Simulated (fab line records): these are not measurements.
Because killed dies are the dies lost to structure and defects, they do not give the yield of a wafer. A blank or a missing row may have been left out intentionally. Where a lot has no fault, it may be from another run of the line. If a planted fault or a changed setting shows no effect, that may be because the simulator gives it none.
Matching of chambers | flow sky130 | SKY_VIA3_HDPCVD_00 on hdpcvd-02: 3 sister chambers
The step deposits SiO2, target thk 1635 nm, time 272.5 s. 3 wafers are shown with their chamber, then 8 later ones without.

## WAFERS, EACH WITH ITS CHAMBER
wafer  | chamber | runLengthS (s)
L471.1 | 2       | 299.8
L471.4 | 0       | 299.8
L476.4 | 1       | 300.9

## WAFERS WHOSE CHAMBER IS MISSING
wafer  | runLengthS (s)
L476.5 | 300.0
L476.6 | 299.8
L478.1 | 299.7
L478.3 | 301.4
L478.4 | 299.6
L477.1 | 300.4
L477.2 | 300.2
L477.4 | 300.0

## WHICH CHAMBER EACH WENT THROUGH
wafer  | from the rows above          | in truth
L476.5 | can't be placed: 0 or 2      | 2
L476.6 | can't be placed: 0 or 2      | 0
L478.1 | can't be placed: 0 or 2      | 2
L478.3 | 1                            | 1
L478.4 | can't be placed: 0 or 2      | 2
L477.1 | can't be placed: 1 or 0 or 2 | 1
L477.2 | can't be placed: 0 or 2 or 1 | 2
L477.4 | can't be placed: 0 or 2      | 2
1 of 8 placed correctly. Can't be placed from these rows: 7 (the true chamber is among the candidates in 7). Placed wrongly: 0.
How it was worked out, from the rows above alone: a wafer's distance from a chamber is the root of the sum, over the readings, of the square of ((its reading less the chamber's mean) divided by the reading's scatter). If the next closest chamber is less than 2 further off than the closest, the wafer can't be placed; otherwise it belongs to the closest. The mean given for a chamber averages the wafers shown for that chamber. The scatter: root of mean squared gap, hidden wafer to nearest shown wafer, with one shown wafer a chamber.
